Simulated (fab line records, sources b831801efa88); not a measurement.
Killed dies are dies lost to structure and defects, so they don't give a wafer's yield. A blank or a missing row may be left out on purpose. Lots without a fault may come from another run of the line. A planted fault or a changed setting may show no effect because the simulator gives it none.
Which tool did it? | flow sky130 | 6 lots, 18 wafers sampled, at 1 step of a route of 708

WHAT THE GAUGES READ, wafer by wafer
SKY_VT_ADJUST_HVTR_CD_MEAS_07: target cd 380 nm.
lot  | measured     | on        | cd_nm (nm)
L927 | day 10 09:32 | cd_sem-02 | 379.8 377.2 378.1
L931 | day 11 16:16 | cd_sem-01 | 379.4 383.7 379.4
L934 | day 12 10:10 | cd_sem-02 | 382.1 386.5 383.0
L941 | day 14 18:37 | cd_sem-01 | 380.8 382.2 380.0
L943 | day 15 11:08 | cd_sem-01 | 382.2 380.3 381.4
L945 | day 15 20:14 | cd_sem-02 | 381.6 383.4 382.9

WHICH TOOL RAN EACH LOT (tool, then ch and the chambers of the sampled wafers, then the start)
The record holds no process step before these readings.

THE ANSWER, worked out from the rows above alone
Rule: what is usual is taken from the lots themselves. Put in order of their means at a reading, lots are off if they are a third of the lots or fewer, leave a main group of 4 or more, and stand apart from it by a gap of 3 or more times the standard deviation of the main group's means; of several such gaps the widest counts. A main group whose means are all the same, to the digits that the tables above print for the reading, isn't used. A lot without any number at a reading at which 4 lots or more have one is off too. The other lots that the step has rows for count as sound.
No lot is off at any reading shown: from this, nothing can be told.

WHAT THE SIMULATOR HAD PUT IN
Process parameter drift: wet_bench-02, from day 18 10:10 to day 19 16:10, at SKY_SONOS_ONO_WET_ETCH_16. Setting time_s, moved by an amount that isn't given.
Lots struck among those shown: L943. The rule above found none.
